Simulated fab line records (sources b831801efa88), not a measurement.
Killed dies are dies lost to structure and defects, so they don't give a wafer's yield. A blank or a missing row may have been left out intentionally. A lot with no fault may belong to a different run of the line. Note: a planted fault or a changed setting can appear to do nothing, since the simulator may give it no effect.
Chamber matching || flow sky130 || 4 sister chambers for SKY_FIELD_ISO_ETCH_17 on rie_si-02
The step etches Si in HBr/Cl2/O2, target depth 342 nm, time 97.7 s. 8 wafers are shown with their chamber, then 12 later ones without.

## EACH WAFER AND ITS CHAMBER
{"wafer": "L087.3", "chamber": 0, "he_backside_leak_sccm (sccm)": 2.51, "oes_product_au (a.u.)": 1.007}
{"wafer": "L087.4", "chamber": 1, "he_backside_leak_sccm (sccm)": 2.93, "oes_product_au (a.u.)": 0.990}
{"wafer": "L087.6", "chamber": 0, "he_backside_leak_sccm (sccm)": 2.70, "oes_product_au (a.u.)": 1.008}
{"wafer": "L090.3", "chamber": 2, "he_backside_leak_sccm (sccm)": 2.54, "oes_product_au (a.u.)": 0.997}
{"wafer": "L090.4", "chamber": 3, "he_backside_leak_sccm (sccm)": 2.74, "oes_product_au (a.u.)": 0.996}
{"wafer": "L090.6", "chamber": 1, "he_backside_leak_sccm (sccm)": 2.86, "oes_product_au (a.u.)": 0.982}
{"wafer": "L091.4", "chamber": 3, "he_backside_leak_sccm (sccm)": 2.42, "oes_product_au (a.u.)": 0.980}
{"wafer": "L091.5", "chamber": 2, "he_backside_leak_sccm (sccm)": 2.55, "oes_product_au (a.u.)": 0.980}

## WAFERS MISSING THEIR CHAMBER
{"wafer": "L093.3", "he_backside_leak_sccm (sccm)": 2.71, "oes_product_au (a.u.)": 0.998}
{"wafer": "L093.5", "he_backside_leak_sccm (sccm)": 2.57, "oes_product_au (a.u.)": 0.987}
{"wafer": "L093.6", "he_backside_leak_sccm (sccm)": 2.66, "oes_product_au (a.u.)": 0.994}
{"wafer": "L094.3", "he_backside_leak_sccm (sccm)": 2.53, "oes_product_au (a.u.)": 0.991}
{"wafer": "L094.4", "he_backside_leak_sccm (sccm)": 2.92, "oes_product_au (a.u.)": 0.980}
{"wafer": "L094.5", "he_backside_leak_sccm (sccm)": 2.61, "oes_product_au (a.u.)": 0.992}
{"wafer": "L095.2", "he_backside_leak_sccm (sccm)": 2.97, "oes_product_au (a.u.)": 0.985}
{"wafer": "L095.3", "he_backside_leak_sccm (sccm)": 2.52, "oes_product_au (a.u.)": 0.998}
{"wafer": "L095.4", "he_backside_leak_sccm (sccm)": 2.47, "oes_product_au (a.u.)": 0.992}
{"wafer": "L096.1", "he_backside_leak_sccm (sccm)": 3.06, "oes_product_au (a.u.)": 0.975}
{"wafer": "L096.3", "he_backside_leak_sccm (sccm)": 2.44, "oes_product_au (a.u.)": 1.002}
{"wafer": "L096.6", "he_backside_leak_sccm (sccm)": 2.73, "oes_product_au (a.u.)": 0.993}

## EACH ONE'S CHAMBER
{"wafer": "L093.3", "from the rows above": "can't be placed: 0 or 3 or 2 or 1", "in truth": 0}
{"wafer": "L093.5", "from the rows above": "can't be placed: 3 or 2", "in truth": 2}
{"wafer": "L093.6", "from the rows above": "can't be placed: 3 or 2 or 0 or 1", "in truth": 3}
{"wafer": "L094.3", "from the rows above": "can't be placed: 2 or 3 or 0", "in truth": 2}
{"wafer": "L094.4", "from the rows above": "can't be placed: 1 or 3", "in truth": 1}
{"wafer": "L094.5", "from the rows above": "can't be placed: 3 or 2 or 0 or 1", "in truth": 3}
{"wafer": "L095.2", "from the rows above": 1, "in truth": 1}
{"wafer": "L095.3", "from the rows above": "can't be placed: 2 or 3 or 0", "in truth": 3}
{"wafer": "L095.4", "from the rows above": "can't be placed: 2 or 3 or 0", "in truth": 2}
{"wafer": "L096.1", "from the rows above": 1, "in truth": 1}
{"wafer": "L096.3", "from the rows above": "can't be placed: 0 or 2 or 3", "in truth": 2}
{"wafer": "L096.6", "from the rows above": "can't be placed: 3 or 1 or 2 or 0", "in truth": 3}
Correctly placed: 2 of 12. These rows do not allow placing 10 (true chamber among the candidates in 10). Wrongly placed: 0.
How it was worked out, from the rows above alone: a wafer's distance from a chamber is the root of the sum, over the readings, of the square of ((its reading less the chamber's mean) divided by the reading's scatter). If the next closest chamber is less than 2 further off than the closest, the wafer can't be placed; otherwise it belongs to the closest. Each chamber's mean is taken over the wafers shown for it. The scatter: take each reading less its chamber's mean, square it, sum over the shown wafers, divide by the number of wafers less the number of chambers, and take the root.
